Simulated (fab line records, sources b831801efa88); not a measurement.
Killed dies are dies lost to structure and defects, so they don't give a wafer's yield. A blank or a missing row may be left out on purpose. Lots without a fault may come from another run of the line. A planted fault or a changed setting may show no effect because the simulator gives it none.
Tool commonality check | flow sky130 | 12 lots, 45 wafers sampled

WHY IT WAS OPENED
At SKY_LDD_LDN_TW_MEAS_13 the reading LDD_LDN_TW is flagged on 3 of 12 lots. Wafers without a fault read 1479, standard deviation 8.4.
Rule: a lot is flagged when every wafer of it that has a number lies more than 4 standard deviations from that mean, or none has a number. The other lots count as sound.

lot  | measured     | on            | LDD_LDN_TW, wafer by wafer    | flag
L857 | day 23 09:59 | film_metro-04 | 1480 1483 1489                |
L858 | day 23 20:11 | film_metro-03 | 1562 1571 1569 1573 1573 1567 | FLAGGED
L859 | day 24 06:55 | film_metro-02 | 1588 1590 1600 1587 1598 1583 | FLAGGED
L862 | day 25 06:58 | film_metro-02 | 1583 1593 1580 1590 1589 1588 | FLAGGED
L869 | day 27 13:20 | film_metro-04 | 1470 1481 1479                |
L871 | day 28 05:41 | film_metro-04 | 1488 1489 1489                |
L872 | day 28 10:31 | film_metro-02 | 1501 1485 1486                |
L873 | day 28 23:10 | film_metro-04 | 1485 1483 1496                |
L875 | day 29 15:40 | film_metro-04 | 1483 1480 1471                |
L877 | day 30 06:46 | film_metro-03 | 1473 1471 1471                |
L878 | day 30 09:16 | film_metro-02 | 1485 1475 1468                |
L879 | day 30 14:29 | film_metro-04 | 1486 1481 1472                |
The numbers of the flagged lots are 1582 on average: +103 against the usual, or +12 standard deviations.

WHICH TOOL RAN EACH LOT
The record holds 1 process step before the reading, out of a route of 708 steps. In each cell: the tool, then ch and the chambers that the sampled wafers went through, then the start.
lot  | flag    | SKY_LDD_LDN_IMPLANT_10
L857 |         | implanter-01 ch 0, day 23 09:37
L858 | FLAGGED | implanter-03 ch 0, day 23 19:28
L859 | FLAGGED | implanter-03 ch 0, day 24 06:13
L862 | FLAGGED | implanter-03 ch 0, day 25 06:16
L869 |         | implanter-03 ch 0, day 27 12:56
L871 |         | implanter-02 ch 0, day 28 05:18
L872 |         | implanter-02 ch 0, day 28 10:07
L873 |         | implanter-03 ch 0, day 28 22:47
L875 |         | implanter-01 ch 0, day 29 15:16
L877 |         | implanter-03 ch 0, day 30 06:22
L878 |         | implanter-03 ch 0, day 30 08:52
L879 |         | implanter-02 ch 0, day 30 14:07
What these steps do:
- SKY_LDD_LDN_IMPLANT_10
- SKY_LDD_LDN_TW_MEAS_13

FLAGGED OVER TOTAL, TOOL BY TOOL (the gauges that took the reading come last)
step                   | tool          | lots run | flagged | share of the flagged lots | sound lots run after its first flagged lot
SKY_LDD_LDN_IMPLANT_10 | implanter-01  | 2        | 0       | none                      | -
SKY_LDD_LDN_IMPLANT_10 | implanter-02  | 3        | 0       | none                      | -
SKY_LDD_LDN_IMPLANT_10 | implanter-03  | 7        | 3       | all                       | 4 (L869,L873,L877,L878)
SKY_LDD_LDN_TW_MEAS_13 | film_metro-02 | 4        | 2       | some                      | 2 (L872,L878)
SKY_LDD_LDN_TW_MEAS_13 | film_metro-03 | 2        | 1       | some                      | 1 (L877)
SKY_LDD_LDN_TW_MEAS_13 | film_metro-04 | 6        | 0       | none                      | -

WHAT THE TABLE ALLOWS
1 row of the table ran every flagged lot: implanter-03 at SKY_LDD_LDN_IMPLANT_10.
- implanter-03 at SKY_LDD_LDN_IMPLANT_10: 3 of its 7 lots flagged. Sound lots ran on it after the first flagged one (L869, L873, L877, L878), which a lasting fault on the whole tool wouldn't allow.
No row of the table ran every flagged lot and no sound lot after the first.

WHAT THE SIMULATOR HAD PUT IN
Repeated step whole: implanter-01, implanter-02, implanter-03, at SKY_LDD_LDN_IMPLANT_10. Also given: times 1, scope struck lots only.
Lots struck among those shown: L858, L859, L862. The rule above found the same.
